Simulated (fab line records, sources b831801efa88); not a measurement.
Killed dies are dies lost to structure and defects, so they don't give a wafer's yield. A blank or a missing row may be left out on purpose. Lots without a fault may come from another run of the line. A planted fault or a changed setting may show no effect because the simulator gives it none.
A struck lot beside a sound one | flow gf180mcu | 14 steps out of a route of 602
Sound: wafers L388.1, L388.4, L388.6. Struck: wafers L394.1, L394.2, L394.6. The cause comes at the end.
At each step with rows: each side's tool, then ch and its chambers, then its first start. Under that, the readings that differ: sound wafers | struck wafers | difference of the means | sigmas: that difference in standard deviations of wafers without a fault.
alike: readings whose means differ by less than 2 such deviations, and words and numbers that are the same on both sides. not compared: withheld readings, readings that some wafer has no value for, bounds like >300 that may hide the same value, and numbers for which the record gives no deviation and whose values overlap.
The two part at a step that has a row with sigmas, a row that says differs or no value, or rows on one side only. Numbers that don't overlap but have no deviation are shown without sigmas and don't part them. A reading that every wafer of one side lacks parts them only if that side has two wafers or more.

first, 1 step without rows for these wafers: GF_HV_LDD_CLEAN_51 (cleans in SC1/SC2, time 150 s).
GF_HV_LDD_RTA_52: time 10 s.
  sound on rtp_anneal-01 ch 0, day 16 18:58; struck on rtp_anneal-01 ch 0, day 18 17:52
  alike: lamp_power_pct, wafer_temp_C_max
GF_HV_LDD_RS_MEAS_53: measures by four-point-probe.
  sound on film_metro-02, day 16 19:02; struck on film_metro-04, day 18 18:01
  alike: HV_LDD_RS
then, 1 step without rows for these wafers: GF_HV_LDD_CVD_54 (deposits SiO2 from TEOS, target thk 10 nm, time 75 s).
GF_HV_LDD_THK_MEAS_55:
  sound on film_metro-04, day 16 20:11; struck on film_metro-04, day 18 19:09
  alike: HV_LDD_CVD_54_THK
then, 1 step without rows for these wafers: GF_HV_LDD_CVD_56 (deposits Si3N4 from DCS/NH3, target thk 90 nm, time 1543 s).
GF_HV_LDD_THK_MEAS_57:
  sound on film_metro-04, day 16 21:40; struck on film_metro-04, day 18 20:38
  reading                | sound          | struck         | difference | sigmas
  HV_LDD_CVD_56_THK (nm) | 90.5 89.9 90.1 | 88.5 88.7 88.5 | -1.6       | -2
GF_HV_LDD_ETCHBACK_58: etches Si3N4 in CH3F/O2, stops on SiO2, time 100 s, target depth 90 nm.
  sound on rie_diel-01 ch 0,1,3, day 16 21:43; struck on rie_diel-01 ch 2,3, day 18 20:41
  alike: drypump_motor_current_A, oes_product_au, throttle_valve_pct
  not compared: rf_hours_counter_h
then, 4 steps without rows for these wafers: GF_NSD_DEHYDRATE_00 (time 60 s); GF_NSD_HMDS_01 (prime time 60 s); GF_NSD_COAT_02 (resist thk 1000 nm); GF_NSD_SOFTBAKE_03 (time 60 s).
GF_NSD_EXPOSE_04: exposes mask Nplus, target cd 400 nm.
  sound on iline_stepper-02 ch 0, day 17 08:29; struck on iline_stepper-02, day 19 09:16
  no value came back on the struck wafers for exposure_dose_mJ_cm2, focus_offset_nm (nm); on the sound wafers exposure_dose_mJ_cm2 reads 139.70 139.79 139.97
  alike: mask
then, 1 step without rows for these wafers: GF_NSD_PEB_05.

WHERE THEY PART
First at GF_HV_LDD_THK_MEAS_57; last, within this record, at GF_NSD_EXPOSE_04.

WHY: what the simulator had put in
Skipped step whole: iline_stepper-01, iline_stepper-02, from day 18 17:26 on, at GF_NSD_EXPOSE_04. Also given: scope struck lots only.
